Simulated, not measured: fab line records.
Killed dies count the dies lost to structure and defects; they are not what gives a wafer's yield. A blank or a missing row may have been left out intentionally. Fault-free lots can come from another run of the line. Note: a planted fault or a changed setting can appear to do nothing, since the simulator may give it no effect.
fab line records	flow sky130
[record] lots = 13	wafers = 39	last-day = 50
route steps=708 shown CONTACT@411 METAL1@435 VIA1@463 PAD_OPEN@708
lots untouched by any fault: they come from a run of this same line in which no faults occurred
start-h: start of the lot's first displayed wafer, in hours after the record's first day	wait-h: hours from the lot's prior step to this one	" same as the row above	L1.1+2: one row covering several wafers at once	- value missing, or start not given	* or withheld: withheld	< > ~ a bound
route shown NAME@n: names a module that has steps shown in the file, with the first one's number in the route	usual: average and standard deviation across the fault-free wafers	same: alike in all rows	chamber/n: place in a boat	sites: readings site by site	_std_site: the standard deviation of these	_edge_site: inner sites' mean taken away from outer sites' mean	radius-mm: for every site, how far away it sits from the centre of the wafer	mask NAME#n: copy n	behind: the last tool/chamber to shape the wafer	hold: the reason the lot was held/the length of the hold in hours/how it ended	device: names the non-switching transistor (n, p or np)	end of line: tests of these same wafers at the route's end	for a step that has no rows: nothing shown but its recipe	killed: dies lost to structure and defects at the first sort, not the wafer's yield	map: dies across one wafer; x = killed, . = not, _ = none there
set.NAME: setting as actually run; set.NAME@STEP: the setting as run at that earlier step	model.NAME: the simulator's own value behind a step, which no gauge read
one table for each step of the route and one row for each wafer, over a sample of lots
services: when a tool's chamber went out of use (start-h, in hours from the record's first day, below 0 if earlier), for how many hours, and the reason
[[steps]]
[step SKY_CONTACT_BOW_MEAS_05]
[recipe] mode = bow
[usual] CONTACT_BOW = 79/7.7
lot.wafer	tool	chamber	start-h	wait-h	CONTACT_BOW[um]
L773.1	film-metro-03	-	695.91	0.2	84
L773.4	"	-	"	"	79
L773.5	"	-	"	"	76
L774.2	film-metro-01	-	713.66	0.1	73
L774.3	"	-	"	"	69
L774.4	"	-	"	"	78
L779.1	film-metro-04	-	761.70	0.2	73
L779.4	"	-	"	"	90
L779.6	"	-	"	"	81
L781.1	film-metro-01	-	774.99	0.1	95
L781.3	"	-	"	"	77
L781.5	"	-	"	"	77
L783.2	film-metro-03	-	790.35	0.2	76
L783.4	"	-	"	"	75
L783.5	"	-	"	"	81
L784.1	film-metro-03	-	798.56	0.1	76
L784.4	"	-	"	"	82
L784.5	"	-	"	"	81
L787.2	film-metro-01	-	813.48	0.2	84
L787.3	"	-	"	"	90
L787.4	"	-	"	"	85
L790.1	film-metro-03	-	845.55	0.1	88
L790.5	"	-	"	"	80
L790.6	"	-	"	"	80
L792.1	film-metro-03	-	873.66	0.1	73
L792.2	"	-	"	"	79
L792.6	"	-	"	"	59
L793.1	film-metro-03	-	874.09	0.1	76
L793.3	"	-	"	"	83
L793.5	"	-	"	"	79
L794.2	film-metro-03	-	877.38	0.2	96
L794.5	"	-	"	"	70
L794.6	"	-	"	"	85
L795.2	film-metro-01	-	883.17	0.2	77
L795.3	"	-	"	"	75
L795.6	"	-	"	"	85
L796.2	film-metro-04	-	890.83	0.3	77
L796.4	"	-	"	"	85
L796.5	"	-	"	"	89
[step SKY_METAL1_SPUTTER_01]
[recipe] material = TiN	target-thk-nm = 20	power-w = 6500	time-s = 16.7	chamber-pressure-pa = 0.4
[usual] throttle-valve-pct = 29.5/1
lot.wafer	tool	chamber	start-h	wait-h	throttle-valve-pct
L773.1	pvd-sputter-01	-	724.79	0.0	27.8
L773.4	"	-	"	"	29.3
L773.5	"	-	"	"	27.7
L774.2	pvd-sputter-02	-	743.32	0.0	30.1
L774.3	"	-	"	"	28.7
L774.4	"	-	"	"	30.2
L779.1	pvd-sputter-04	-	789.35	0.0	30.0
L779.4	"	-	"	"	29.5
L779.6	"	-	"	"	30.3
L781.1	pvd-sputter-01	-	802.17	0.0	28.9
L781.3	"	-	"	"	30.2
L781.5	"	-	"	"	29.9
L783.2	pvd-sputter-04	-	818.59	0.0	29.7
L783.4	"	-	"	"	28.3
L783.5	"	-	"	"	31.8
L784.1	pvd-sputter-02	-	825.98	0.0	30.3
L784.4	"	-	"	"	29.3
L784.5	"	-	"	"	30.1
L787.2	pvd-sputter-02	-	841.13	0.0	30.1
L787.3	"	-	"	"	30.1
L787.4	"	-	"	"	29.4
L790.1	pvd-sputter-01	-	873.13	0.0	27.8
L790.5	"	-	"	"	29.0
L790.6	"	-	"	"	29.8
L792.1	pvd-sputter-01	-	901.27	0.0	27.6
L792.2	"	-	"	"	29.4
L792.6	"	-	"	"	29.7
L793.1	pvd-sputter-04	-	901.95	0.0	30.3
L793.3	"	-	"	"	31.6
L793.5	"	-	"	"	28.6
L794.2	pvd-sputter-04	-	903.86	0.0	30.1
L794.5	"	-	"	"	28.4
L794.6	"	-	"	"	31.7
L795.2	pvd-sputter-01	-	910.28	0.0	30.4
L795.3	"	-	"	"	29.8
L795.6	"	-	"	"	27.8
L796.2	pvd-sputter-02	-	916.73	0.0	29.4
L796.4	"	-	"	"	30.1
L796.5	"	-	"	"	30.0
[step SKY_VIA1_HMDS_05]
[recipe] prime-time-s = 60	prime-temp-c = 120
[usual] prime-temp-c = 120.01/0.12
lot.wafer	tool	chamber	start-h	wait-h	prime-temp-c
L773.1	litho-track-01	0	766.77	0.1	120.01
L773.4	"	0	"	"	119.95
L773.5	"	0	"	"	119.93
L774.2	litho-track-04	0	784.73	0.1	119.86
L774.3	"	0	"	"	120.07
L774.4	"	0	"	"	120.14
L779.1	litho-track-03	0	829.43	0.1	120.01
L779.4	"	0	"	"	119.92
L779.6	"	0	"	"	120.00
L781.1	litho-track-03	0	843.78	0.1	126.30
L781.3	"	0	"	"	126.42
L781.5	"	0	"	"	126.31
L783.2	litho-track-03	0	858.66	0.1	126.07
L783.4	"	0	"	"	126.21
L783.5	"	0	"	"	126.32
L784.1	litho-track-03	0	866.13	0.1	126.10
L784.4	"	0	"	"	126.06
L784.5	"	0	"	"	126.07
L787.2	litho-track-04	0	880.48	0.1	119.92
L787.3	"	0	"	"	119.84
L787.4	"	0	"	"	120.02
L790.1	litho-track-01	0	911.67	0.1	119.96
L790.5	"	0	"	"	120.09
L790.6	"	0	"	"	120.18
L792.1	litho-track-03	0	939.08	0.1	120.07
L792.2	"	0	"	"	120.13
L792.6	"	0	"	"	119.99
L793.1	litho-track-04	0	940.11	0.1	119.98
L793.3	"	0	"	"	119.92
L793.5	"	0	"	"	120.00
L794.2	litho-track-04	0	943.53	0.1	120.16
L794.5	"	0	"	"	120.19
L794.6	"	0	"	"	120.03
L795.2	litho-track-01	0	949.20	0.1	120.02
L795.3	"	0	"	"	119.98
L795.6	"	0	"	"	120.07
L796.2	litho-track-01	0	954.25	0.1	119.96
L796.4	"	0	"	"	119.97
L796.5	"	0	"	"	120.01
[step SKY_VIA1_CD_MEAS_12]
[recipe] target-cd-nm = 150
[usual] cd-nm = 149.7/1.7
lot.wafer	tool	chamber	start-h	wait-h	cd-nm
L773.1	cd-sem-02	-	780.16	-	148.4
L773.4	"	-	"	"	149.3
L773.5	"	-	"	"	149.1
L774.2	cd-sem-01	-	798.54	-	148.6
L774.3	"	-	"	"	148.5
L774.4	"	-	"	"	146.6
L779.1	cd-sem-02	-	843.63	-	147.5
L779.4	"	-	"	"	148.2
L779.6	"	-	"	"	147.2
L781.1	cd-sem-02	-	857.26	-	150.2
L781.3	"	-	"	"	150.6
L781.5	"	-	"	"	149.5
L783.2	cd-sem-01	-	872.64	-	149.8
L783.4	"	-	"	"	150.0
L783.5	"	-	"	"	150.4
L784.1	cd-sem-02	-	879.44	-	149.5
L784.4	"	-	"	"	150.0
L784.5	"	-	"	"	151.3
L787.2	cd-sem-02	-	893.95	-	152.1
L787.3	"	-	"	"	152.8
L787.4	"	-	"	"	150.6
L790.1	cd-sem-02	-	925.07	-	152.5
L790.5	"	-	"	"	149.6
L790.6	"	-	"	"	149.5
L792.1	cd-sem-01	-	952.13	-	151.0
L792.2	"	-	"	"	149.9
L792.6	"	-	"	"	149.1
L793.1	cd-sem-01	-	953.51	-	150.1
L793.3	"	-	"	"	151.3
L793.5	"	-	"	"	150.9
L794.2	cd-sem-02	-	955.55	-	151.3
L794.5	"	-	"	"	151.3
L794.6	"	-	"	"	153.3
L795.2	cd-sem-01	-	960.90	-	150.9
L795.3	"	-	"	"	150.8
L795.6	"	-	"	"	150.4
L796.2	cd-sem-01	-	965.74	-	152.4
L796.4	"	-	"	"	151.4
L796.5	"	-	"	"	150.2
[step SKY_PAD_OPEN_PROBE_99]
[usual] defect-limited-yield = 82.4/1.8	killed_at_M0_to_M3 = 45/6.8	killed_at_M4_up = 3.2/1.6	killed-at-contacts = 24/5.1	killed-at-front-end = 14/4.4	killed-at-other = 0.4/0.65	killed-dies = 87/8.8	killed-open = 47/7.2	killed-short = 39/6.1	sort_bin_3_pad_short = 0.9/0.38	sort_bin_5_function = 10.4/1.5	sort_bin_6_memory = 6.4/1.1	sort-n-pass = 405/8.8	sort-yield-pct = 82.4/1.8
[same] gross-dies = 492	killed-at-back-side = 0	sort_bin_4_leakage[%] = 0	sort_bin_8_speed[%] = 0
lot.wafer	tool	chamber	start-h	wait-h	defect-limited-yield[%]	killed_at_M0_to_M3	killed_at_M4_up	killed-at-contacts	killed-at-front-end	killed-at-other	killed-dies	killed-open	killed-short	sort_bin_3_pad_short[%]	sort_bin_5_function[%]	sort_bin_6_memory[%]	sort-n-pass	sort-yield-pct[%]
L779.1	prober-02	-	1114.84	0.1	81.9	49	5	25	9	1	89	48	40	1.2	11.6	5.3	403	81.9
L779.4	prober-02	-	1114.99	0.2	83.3	42	2	27	11	0	82	48	33	0.8	10.6	5.3	410	83.3
L779.6	prober-02	-	1115.09	0.2	82.9	38	3	32	11	0	84	50	34	1.0	10.4	5.7	408	82.9
L781.1	prober-02	-	1123.74	0.1	84.1	44	1	14	19	0	78	45	33	0.6	9.6	5.7	414	84.1
L781.3	prober-02	-	1123.84	0.2	86.6	25	6	24	11	0	66	31	34	0.8	8.1	4.5	426	86.6
L781.5	prober-02	-	1123.94	0.2	82.5	38	5	28	15	0	86	43	43	1.0	10.8	5.7	406	82.5
L783.2	prober-02	-	1137.86	0.1	82.7	53	1	17	14	0	85	54	31	1.0	8.7	7.5	407	82.7
L783.4	prober-02	-	1137.96	0.2	81.7	50	2	26	12	0	90	49	41	0.6	9.3	8.3	402	81.7
L783.5	prober-02	-	1138.01	0.2	80.9	56	1	22	14	1	94	51	43	0.8	12.0	6.3	398	80.9
L784.1	prober-02	-	1144.91	0.1	80.9	53	3	23	14	1	94	47	45	1.0	9.8	8.3	398	80.9
L784.4	prober-02	-	1145.06	0.2	79.7	58	1	26	15	0	100	59	41	0.6	14.0	5.7	392	79.7
L784.5	prober-02	-	1145.11	0.2	80.7	50	7	23	14	1	95	56	38	0.8	11.8	6.7	397	80.7
L787.2	prober-02	-	1153.63	0.1	83.7	38	3	27	12	0	80	34	46	1.2	10.2	4.9	412	83.7
L787.3	prober-02	-	1153.68	0.2	80.9	47	5	21	20	1	94	49	44	1.2	11.6	6.3	398	80.9
L787.4	prober-02	-	1153.73	0.2	82.3	54	1	17	15	0	87	41	46	1.0	10.4	6.3	405	82.3
L790.1	prober-01	-	1174.47	0.1	81.9	41	5	28	15	0	89	45	44	1.4	10.4	6.3	403	81.9
L790.5	prober-01	-	1174.67	0.2	83.5	46	5	20	10	0	81	40	40	0.6	9.8	6.1	411	83.5
L790.6	prober-01	-	1174.72	0.2	81.3	41	3	26	21	1	92	52	39	0.8	11.4	6.5	400	81.3
L792.1	prober-01	-	1193.47	0.1	83.3	49	3	16	14	0	82	45	37	0.8	9.6	6.3	410	83.3
L792.2	prober-01	-	1193.52	0.1	80.7	51	2	24	18	0	95	58	37	0.6	10.8	7.9	397	80.7
L792.6	prober-01	-	1193.72	0.2	81.5	44	2	28	17	0	91	44	47	0.6	11.2	6.7	401	81.5
L793.1	prober-02	-	1195.12	0.1	81.1	49	4	23	16	1	93	58	34	0.8	10.0	8.1	399	81.1
L793.3	prober-02	-	1195.22	0.2	83.7	35	4	25	15	1	80	37	42	0.6	8.7	6.9	412	83.7
L793.5	prober-02	-	1195.32	0.2	84.6	28	9	21	18	0	76	36	40	1.2	7.9	6.3	416	84.6
// killed by level:class
L779.1 VIA1:geometric-particle:open=10 METAL1:geometric-particle:short=9 LI_CONTACT:geometric-particle:open=8 CONTACT:geometric-particle:open=8 VIA2:geometric-particle:open=7 CONTACT:geometric-particle:short=6 METAL2:geometric-particle:short=6 VIA3:geometric-particle:open=5
L779.4 CONTACT:geometric-particle:open=13 VIA2:geometric-particle:open=9 METAL1:geometric-particle:short=8 VIA3:geometric-particle:open=7 METAL2:geometric-particle:short=6 LI_CONTACT:geometric-particle:open=4 CONTACT:geometric-particle:short=4 VIA1:geometric-particle:open=4
L779.6 CONTACT:geometric-particle:open=9 VIA1:geometric-particle:open=9 LI_CONTACT:geometric-particle:open=9 METAL1:geometric-particle:short=7 VIA2:geometric-particle:open=5 VIA3:geometric-particle:open=5 VIA2:geometric-particle:short=4 LOCAL_INTERCONNECT:geometric-particle:open=4
L781.1 VIA1:geometric-particle:open=11 POLY_GATE:geometric-particle:open=7 METAL2:geometric-particle:short=7 VIA2:geometric-particle:open=7 VIA3:geometric-particle:open=5 POLY_GATE:geometric-particle:short=4 LI_CONTACT:geometric-particle:open=4 CONTACT:geometric-particle:open=4
L781.3 CONTACT:geometric-particle:open=8 LI_CONTACT:geometric-particle:open=6 METAL2:geometric-particle:short=6 VIA1:geometric-particle:open=5 LOCAL_INTERCONNECT:geometric-particle:short=4 CONTACT:geometric-particle:short=4 METAL4:geometric-particle:short=4 FIELD_ISO:geometric-particle:short=3
L781.5 CONTACT:geometric-particle:short=9 CONTACT:geometric-particle:open=8 VIA1:geometric-particle:open=7 LI_CONTACT:geometric-particle:open=6 VIA3:geometric-particle:open=6 FIELD_ISO:geometric-particle:short=4 METAL3:geometric-particle:open=4 LOCAL_INTERCONNECT:geometric-particle:short=4
L783.2 VIA1:geometric-particle:open=15 VIA3:geometric-particle:open=8 LI_CONTACT:geometric-particle:open=7 VIA1:geometric-particle:short=7 VIA2:geometric-particle:open=7 CONTACT:geometric-particle:open=5 METAL1:geometric-particle:short=4 VIA2:geometric-particle:short=4
L783.4 CONTACT:geometric-particle:open=10 VIA1:geometric-particle:open=10 VIA2:geometric-particle:open=9 VIA3:geometric-particle:open=8 VIA1:geometric-particle:short=7 FIELD_ISO:geometric-particle:short=6 LI_CONTACT:geometric-particle:open=6 METAL1:geometric-particle:short=6
L783.5 VIA1:geometric-particle:open=17 METAL1:geometric-particle:short=8 LI_CONTACT:geometric-particle:open=7 CONTACT:geometric-particle:open=7 VIA2:geometric-particle:short=7 VIA3:geometric-particle:open=7 CONTACT:geometric-particle:short=5 VIA1:geometric-particle:short=5
L784.1 VIA2:geometric-particle:open=11 VIA1:geometric-particle:open=9 CONTACT:geometric-particle:open=8 METAL1:geometric-particle:short=8 LOCAL_INTERCONNECT:geometric-particle:short=6 VIA3:geometric-particle:open=5 POLY_CUT:geometric-particle:short=4 CONTACT:geometric-particle:short=4
L784.4 CONTACT:geometric-particle:open=11 VIA2:geometric-particle:open=11 VIA1:geometric-particle:open=11 VIA3:geometric-particle:open=9 LI_CONTACT:geometric-particle:open=6 METAL2:geometric-particle:short=6 FIELD_ISO:geometric-particle:open=5 VIA2:geometric-particle:short=5
L784.5 VIA3:geometric-particle:open=11 VIA2:geometric-particle:open=9 CONTACT:geometric-particle:open=9 METAL2:geometric-particle:short=7 VIA1:geometric-particle:open=6 LI_CONTACT:geometric-particle:open=5 METAL2:geometric-particle:open=5 LI_CONTACT:geometric-particle:short=4
L787.2 LI_CONTACT:geometric-particle:open=7 CONTACT:geometric-particle:open=7 METAL2:geometric-particle:short=6 VIA1:geometric-particle:short=5 VIA3:geometric-particle:short=5 VIA2:geometric-particle:short=5 FIELD_ISO:geometric-particle:short=4 POLY_GATE:geometric-particle:open=4
L787.3 CONTACT:geometric-particle:open=9 VIA1:geometric-particle:short=8 VIA3:geometric-particle:open=7 LI_CONTACT:geometric-particle:open=6 VIA1:geometric-particle:open=6 METAL2:geometric-particle:short=6 FIELD_ISO:geometric-particle:open=5 POLY_GATE:geometric-particle:short=5
L787.4 VIA1:geometric-particle:open=9 METAL2:geometric-particle:short=9 VIA1:geometric-particle:short=8 CONTACT:geometric-particle:open=8 METAL1:geometric-particle:short=6 VIA3:geometric-particle:open=6 LI_CONTACT:geometric-particle:open=5 VIA2:geometric-particle:open=5
L790.1 CONTACT:geometric-particle:open=9 VIA2:geometric-particle:open=8 CONTACT:geometric-particle:short=7 LI_CONTACT:geometric-particle:open=7 METAL1:geometric-particle:short=6 VIA3:geometric-particle:short=6 VIA1:geometric-particle:open=5 METAL2:geometric-particle:short=5
L790.5 VIA1:geometric-particle:open=9 LI_CONTACT:geometric-particle:open=8 METAL1:geometric-particle:short=7 VIA2:geometric-particle:open=6 VIA1:geometric-particle:short=6 CONTACT:geometric-particle:open=5 METAL2:geometric-particle:short=5 METAL4:geometric-particle:short=5
L790.6 VIA1:geometric-particle:open=11 LI_CONTACT:geometric-particle:open=10 FIELD_ISO:geometric-particle:short=6 VIA1:geometric-particle:short=6 FIELD_ISO:geometric-particle:open=5 CONTACT:geometric-particle:open=5 CONTACT:geometric-particle:short=5 METAL1:geometric-particle:short=4
L792.1 VIA1:geometric-particle:open=12 VIA2:geometric-particle:open=9 METAL1:geometric-particle:short=7 CONTACT:geometric-particle:open=6 VIA3:geometric-particle:open=6 POLY_GATE:geometric-particle:short=5 POLY_GATE:geometric-particle:open=4 LI_CONTACT:geometric-particle:open=4
L792.2 VIA1:geometric-particle:open=13 CONTACT:geometric-particle:open=11 METAL2:geometric-particle:short=7 LI_CONTACT:geometric-particle:open=6 VIA3:geometric-particle:open=6 METAL1:geometric-particle:short=5 VIA2:geometric-particle:open=5 FIELD_ISO:geometric-particle:open=4
L792.6 VIA1:geometric-particle:open=12 CONTACT:geometric-particle:open=10 METAL1:geometric-particle:short=8 LOCAL_INTERCONNECT:geometric-particle:short=7 POLY_GATE:geometric-particle:short=6 VIA3:geometric-particle:open=6 FIELD_ISO:geometric-particle:short=5 LI_CONTACT:geometric-particle:open=4
L793.1 CONTACT:geometric-particle:open=10 VIA3:geometric-particle:open=10 VIA1:geometric-particle:open=9 METAL1:geometric-particle:short=7 POLY_GATE:geometric-particle:open=5 LI_CONTACT:geometric-particle:open=5 FIELD_ISO:geometric-particle:open=4 VIA1:geometric-particle:short=4
L793.3 LI_CONTACT:geometric-particle:open=10 VIA1:geometric-particle:short=6 FIELD_ISO:geometric-particle:short=5 CONTACT:geometric-particle:open=5 VIA2:geometric-particle:open=5 POLY_GATE:geometric-particle:short=4 VIA2:geometric-particle:short=4 VIA3:geometric-particle:short=4
L793.5 FIELD_ISO:geometric-particle:short=9 CONTACT:geometric-particle:open=8 VIA1:geometric-particle:open=7 METAL4:geometric-particle:short=6 METAL1:geometric-particle:short=5 CONTACT:geometric-particle:short=4 LOCAL_INTERCONNECT:geometric-particle:short=4 FIELD_ISO:geometric-particle:open=3
[[services]]
tool	chamber	start-h	hours	kind
pvd-sputter-04	-	711.74	13.6	repair
pvd-sputter-02	-	743.48	5.8	repair
pvd-sputter-02	-	806.54	1.6	repair
pvd-sputter-01	-	912.02	5.0	repair
pvd-sputter-04	-	942.86	2.5	repair
[[key]]
[first-sign] step = SKY_VIA1_HMDS_05	reading = prime-temp-c	direction = up	sigmas = 51	usual = *	struck = *
effect none on later readings
met-at SKY_VIA1_HMDS_05
struck-lots L781,L783,L784
not-acting-at SKY_CONTACT_BOW_MEAS_05,SKY_METAL1_SPUTTER_01,SKY_VIA1_CD_MEAS_12
onset-between 829.43 843.78
[fault] kind = process-parameter-drift	tool = litho-track-03	chamber = -	onset-h = 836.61	steps = SKY_VIA1_HMDS_05	channel = prime-temp-c	offset = *	shape = step	end-h = 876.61	acts-in = *	stated = *
